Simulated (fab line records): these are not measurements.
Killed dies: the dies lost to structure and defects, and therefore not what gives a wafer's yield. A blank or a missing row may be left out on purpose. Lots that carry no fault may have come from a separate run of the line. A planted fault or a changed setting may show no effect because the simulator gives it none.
Chamber matching + flow gf180mcu + GF_V4_ETCH_16 on rie_diel-01: 4 sister chambers
The step etches BARC in N2/H2. 30 wafers are shown with their chamber, then 12 later ones without.

## WAFERS WITH THEIR CHAMBER
| wafer  | chamber | drypump_motor_current_A (A) | throttle_valve_pct (%) | chamber_pressure_mTorr (mTorr) |
|--------|---------|-----------------------------|------------------------|--------------------------------|
| L074.1 | 0       | 5.5                         | 13.227                 | 29.929                         |
| L074.2 | 3       | 4.9                         | 13.234                 | 29.993                         |
| L074.3 | 1       | 5.0                         | 13.234                 | 30.014                         |
| L074.4 | 2       | 4.8                         | 13.215                 | 29.983                         |
| L074.5 | 3       | 4.9                         | 13.223                 | 30.010                         |
| L074.6 | 2       | 4.8                         | 13.221                 | 30.007                         |
| L076.1 | 0       | 5.5                         | 13.239                 | 29.981                         |
| L076.2 | 2       | 4.8                         | 13.228                 | 30.010                         |
| L076.4 | 3       | 5.0                         | 13.220                 | 29.958                         |
| L077.1 | 1       | 5.1                         | 13.207                 | 30.034                         |
| L077.3 | 3       | 5.0                         | 13.210                 | 29.971                         |
| L077.6 | 1       | 5.0                         | 13.244                 | 30.033                         |
| L080.2 | 3       | 5.0                         | 13.222                 | 29.973                         |
| L080.4 | 3       | 5.0                         | 13.222                 | 29.995                         |
| L080.6 | 0       | 5.5                         | 13.233                 | 30.017                         |
| L081.1 | 2       | 4.8                         | 13.233                 | 30.000                         |
| L081.3 | 3       | 5.0                         | 13.246                 | 29.980                         |
| L081.4 | 1       | 5.0                         | 13.221                 | 29.991                         |
| L083.1 | 3       | 5.0                         | 13.228                 | 30.043                         |
| L083.2 | 2       | 4.8                         | 13.224                 | 29.995                         |
| L083.3 | 1       | 5.1                         | 13.210                 | 30.007                         |
| L083.4 | 0       | 5.5                         | 13.225                 | 29.979                         |
| L083.5 | 1       | 5.0                         | 13.213                 | 30.001                         |
| L083.6 | 2       | 4.8                         | 13.239                 | 29.997                         |
| L085.2 | 3       | 5.0                         | 13.219                 | 30.023                         |
| L085.4 | 2       | 4.8                         | 13.235                 | 29.997                         |
| L085.6 | 1       | 5.1                         | 13.224                 | 29.944                         |
| L086.1 | 3       | 5.0                         | 13.237                 | 29.950                         |
| L086.4 | 1       | 5.0                         | 13.206                 | 29.998                         |
| L086.6 | 1       | 5.1                         | 13.212                 | 30.011                         |

SIGNATURES (means of the wafers above)
| reading                 | chamber 0 | chamber 1 | chamber 2 | chamber 3 | scatter within a chamber |
|-------------------------|-----------|-----------|-----------|-----------|--------------------------|
| drypump_motor_current_A | 5.500     | 5.044     | 4.800     | 4.980     | 0.0383                   |
| throttle_valve_pct      | 13.23100  | 13.21900  | 13.22786  | 13.22610  | 0.0105                   |
| chamber_pressure_mTorr  | 29.97650  | 30.00367  | 29.99843  | 29.98960  | 0.0262                   |
Rule: a wafer's distance from a chamber is the root of the sum, over the readings, of the square of ((its reading less the chamber's mean) divided by the reading's scatter). The wafer belongs to the nearest chamber; if the next one is less than 2 further off, it can't be placed. The scatter: take each reading less its chamber's mean, square it, sum over the shown wafers, divide by the number of wafers less the number of chambers, and take the root.

## WAFERS WITH NO CHAMBER GIVEN
| wafer  | drypump_motor_current_A (A) | throttle_valve_pct (%) | chamber_pressure_mTorr (mTorr) |
|--------|-----------------------------|------------------------|--------------------------------|
| L090.1 | 4.8                         | 13.220                 | 29.960                         |
| L090.2 | 5.6                         | 13.226                 | 30.015                         |
| L090.3 | 5.0                         | 13.233                 | 29.974                         |
| L090.4 | 5.0                         | 13.218                 | 30.067                         |
| L090.5 | 5.0                         | 13.224                 | 30.055                         |
| L090.6 | 5.5                         | 13.226                 | 30.004                         |
| L093.3 | 5.0                         | 13.221                 | 30.011                         |
| L093.5 | 4.8                         | 13.237                 | 29.993                         |
| L093.6 | 5.1                         | 13.226                 | 30.047                         |
| L096.1 | 4.8                         | 13.229                 | 29.994                         |
| L096.2 | 5.0                         | 13.231                 | 29.960                         |
| L096.6 | 5.0                         | 13.228                 | 30.003                         |

## CHAMBER TAKEN BY EACH
| wafer  | from the rows above     | in truth |
|--------|-------------------------|----------|
| L090.1 | 2                       | 2        |
| L090.2 | 0                       | 0        |
| L090.3 | can't be placed: 3 or 1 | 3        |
| L090.4 | can't be placed: 1 or 3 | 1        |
| L090.5 | can't be placed: 1 or 3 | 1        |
| L090.6 | 0                       | 0        |
| L093.3 | can't be placed: 3 or 1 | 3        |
| L093.5 | 2                       | 2        |
| L093.6 | can't be placed: 1 or 3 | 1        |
| L096.1 | 2                       | 2        |
| L096.2 | can't be placed: 3 or 1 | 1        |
| L096.6 | can't be placed: 3 or 1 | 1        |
Correct placement for 5 of the 12. Not placeable from these rows: 7 (in 7, the candidates include the true chamber). 0 placed wrongly.
